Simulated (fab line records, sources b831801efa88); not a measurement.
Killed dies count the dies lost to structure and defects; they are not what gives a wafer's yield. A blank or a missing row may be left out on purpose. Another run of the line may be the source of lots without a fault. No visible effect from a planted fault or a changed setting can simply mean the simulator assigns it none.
Which of the tools did it? | flow sky130 | 15 lots with 45 wafers sampled at 3 steps, on a route of 708 steps

## WHAT EACH GAUGE READ, for each wafer
The record holds no reading of a measuring or inspecting step that can be judged against a usual standard deviation.

## EACH LOT AND THE TOOL THAT RAN IT (in order: tool; ch and the chambers of the sampled wafers; start)
lot  | SKY_VIA2_ETCH_14                   | SKY_VIA2_ETCH_15                   | SKY_VIA2_STRIP_16
L538 | rie diel-01 ch 0,1,3, day 36 00:24 | rie diel-01 ch 0,1,3, day 36 00:27 | plasma asher-01 ch 0,1, day 36 00:31
L540 | rie diel-01 ch 0,1,2, day 36 14:54 | rie diel-01 ch 0,1,2, day 36 14:57 | plasma asher-01 ch 1, day 36 15:01
L541 | rie diel-01 ch 0,2, day 37 04:25   | rie diel-01 ch 0,2, day 37 04:28   | plasma asher-02 ch 0,1, day 37 04:31
L542 | rie diel-01 ch 0,1,2, day 37 10:42 | rie diel-01 ch 0,1,2, day 37 10:44 | plasma asher-01 ch 0,1, day 37 10:48
L543 | rie diel-02 ch 0,1,3, day 37 17:22 | rie diel-02 ch 0,1,3, day 37 17:25 | plasma asher-02 ch 0,1, day 37 17:28
L550 | rie diel-02 ch 0,1,2, day 39 23:40 | rie diel-02 ch 0,1,2, day 39 23:43 | plasma asher-04 ch 0,1, day 39 23:46
L551 | rie diel-01 ch 2,3, day 40 19:04   | rie diel-01 ch 2,3, day 40 19:07   | plasma asher-02 ch 0,1, day 40 19:10
L553 | rie diel-01 ch 0,2,3, day 40 23:33 | rie diel-01 ch 0,2,3, day 40 23:35 | plasma asher-04 ch 0, day 40 23:39
L554 | rie diel-01 ch 0,2, day 41 01:36   | rie diel-01 ch 0,2, day 41 01:38   | plasma asher-02 ch 0,1, day 41 01:44
L555 | rie diel-01 ch 0,1,3, day 41 10:49 | rie diel-01 ch 0,1,3, day 41 10:52 | plasma asher-01 ch 0,1, day 41 10:58
L556 | rie diel-01 ch 0,2,3, day 42 00:04 | rie diel-01 ch 0,2,3, day 42 00:06 | plasma asher-04 ch 0,1, day 42 00:10
L557 | rie diel-01 ch 1,2,3, day 42 02:03 | rie diel-01 ch 1,2,3, day 42 02:05 | plasma asher-01 ch 0,1, day 42 02:09
L558 | rie diel-01 ch 0,2, day 42 08:55   | rie diel-01 ch 0,2, day 42 08:58   | plasma asher-02 ch 0,1, day 42 09:01
L559 | rie diel-01 ch 1,3, day 42 14:46   | rie diel-01 ch 1,3, day 42 14:49   | plasma asher-02 ch 0,1, day 42 14:52
L561 | rie diel-01 ch 0,1,2, day 43 03:36 | rie diel-01 ch 0,1,2, day 43 03:38 | plasma asher-01 ch 0,1, day 43 03:42
- SKY_VIA2_ETCH_14: etches BARC in N2/H2, stops on SiO2, time 45.9 s, target depth 60 nm.
- SKY_VIA2_ETCH_15: etches SiO2 in C4F8/O2/Ar, stops on TiN, target depth 546 nm, time 84 s.
- SKY_VIA2_STRIP_16: strips in O2/N2.

## AS READ BY THE TOOLS THEMSELVES (means over the sampled wafers that have a number; for cases with no such wafer, the mark the record gives instead)
SKY_VIA2_ETCH_14. Usual: drypump motor current A 6.1 A, standard deviation 0.36; oes product au 0.855 a.u., standard deviation 0.0048; throttle valve pct 13.226 %, standard deviation 0.0091.
lot  | tool        | drypump motor current A (A) | oes product au (a.u.) | throttle valve pct (%) | flag
L538 | rie diel-01 | 6.4                         | 0.855                 | 13.232                 |
L540 | rie diel-01 | 6.2                         | 0.807                 | 13.223                 | OFF
L541 | rie diel-01 | 6.1                         | 0.834                 | 13.219                 | OFF
L542 | rie diel-01 | 6.2                         | 0.808                 | 13.219                 | OFF
L543 | rie diel-02 | 5.7                         | 0.857                 | 13.228                 |
L550 | rie diel-02 | 5.9                         | 0.857                 | 13.229                 |
L551 | rie diel-01 | 6.5                         | 0.857                 | 13.223                 |
L553 | rie diel-01 | 6.3                         | 0.854                 | 13.227                 |
L554 | rie diel-01 | 6.2                         | 0.855                 | 13.219                 |
L555 | rie diel-01 | 6.4                         | 0.853                 | 13.230                 |
L556 | rie diel-01 | 6.3                         | 0.860                 | 13.227                 |
L557 | rie diel-01 | 6.4                         | 0.856                 | 13.227                 |
L558 | rie diel-01 | 6.1                         | 0.851                 | 13.229                 |
L559 | rie diel-01 | 6.6                         | 0.852                 | 13.235                 |
L561 | rie diel-01 | 6.2                         | 0.855                 | 13.229                 |

SKY_VIA2_ETCH_15. Usual: oes product au at 0.939 a.u., with a standard deviation of 0.0046.
lot  | tool        | oes product au (a.u.) | flag
L538 | rie diel-01 | 0.938                 |
L540 | rie diel-01 | 0.696                 | OFF
L541 | rie diel-01 | 0.807                 | OFF
L542 | rie diel-01 | 0.711                 | OFF
L543 | rie diel-02 | 0.941                 |
L550 | rie diel-02 | 0.936                 |
L551 | rie diel-01 | 0.942                 |
L553 | rie diel-01 | 0.938                 |
L554 | rie diel-01 | 0.940                 |
L555 | rie diel-01 | 0.937                 |
L556 | rie diel-01 | 0.940                 |
L557 | rie diel-01 | 0.942                 |
L558 | rie diel-01 | 0.941                 |
L559 | rie diel-01 | 0.941                 |
L561 | rie diel-01 | 0.942                 |

SKY_VIA2_STRIP_16. Usual: drypump motor current A 5.8 A, standard deviation 0.55; oes product au 0.399 a.u., standard deviation 0.0051; strip time to endpoint s 4.040 s, standard deviation 0.023.
lot  | tool            | drypump motor current A (A) | oes product au (a.u.) | strip time to endpoint s (s) | flag
L538 | plasma asher-01 | 6.1                         | 0.399                 | 4.029                        |
L540 | plasma asher-01 | 4.9                         | 0.401                 | 4.136                        | OFF
L541 | plasma asher-02 | 6.0                         | 0.400                 | 4.045                        |
L542 | plasma asher-01 | 6.1                         | 0.400                 | 4.110                        | OFF
L543 | plasma asher-02 | 6.0                         | 0.400                 | 4.040                        |
L550 | plasma asher-04 | 5.4                         | 0.401                 | 4.037                        |
L551 | plasma asher-02 | 6.0                         | 0.404                 | 4.038                        |
L553 | plasma asher-04 | 5.3                         | 0.395                 | 4.033                        |
L554 | plasma asher-02 | 6.1                         | 0.397                 | 4.025                        |
L555 | plasma asher-01 | 5.5                         | 0.398                 | 4.026                        |
L556 | plasma asher-04 | 5.4                         | 0.398                 | 4.065                        |
L557 | plasma asher-01 | 5.5                         | 0.396                 | 4.042                        |
L558 | plasma asher-02 | 6.0                         | 0.396                 | 4.047                        |
L559 | plasma asher-02 | 6.0                         | 0.404                 | 4.033                        |
L561 | plasma asher-01 | 6.0                         | 0.399                 | 4.028                        |

## THE ANSWER, worked out from the rows above alone
Rule: lot off if the mean of its wafers having a number is beyond 3 standard deviations from the usual mean. Also off: a lot with no number at a reading for which 4 or more lots have one. All remaining lots with rows at the step are treated as sound. Order of review: gauges by route order, followed by the tools' own readings, for which a lot's mean as printed above is used. At the first step where some lot is off, the reading lying furthest off is the one used; lots without a number count as furthest.
Off, at SKY_VIA2_ETCH_14 on oes product au: L540, L541, L542.
A tool fits if, at that step or a process step before it, it ran every lot that is off, and no sound lot after the first of them. Of those tried, none fits.

## WHAT THE SIMULATOR HAD INSERTED
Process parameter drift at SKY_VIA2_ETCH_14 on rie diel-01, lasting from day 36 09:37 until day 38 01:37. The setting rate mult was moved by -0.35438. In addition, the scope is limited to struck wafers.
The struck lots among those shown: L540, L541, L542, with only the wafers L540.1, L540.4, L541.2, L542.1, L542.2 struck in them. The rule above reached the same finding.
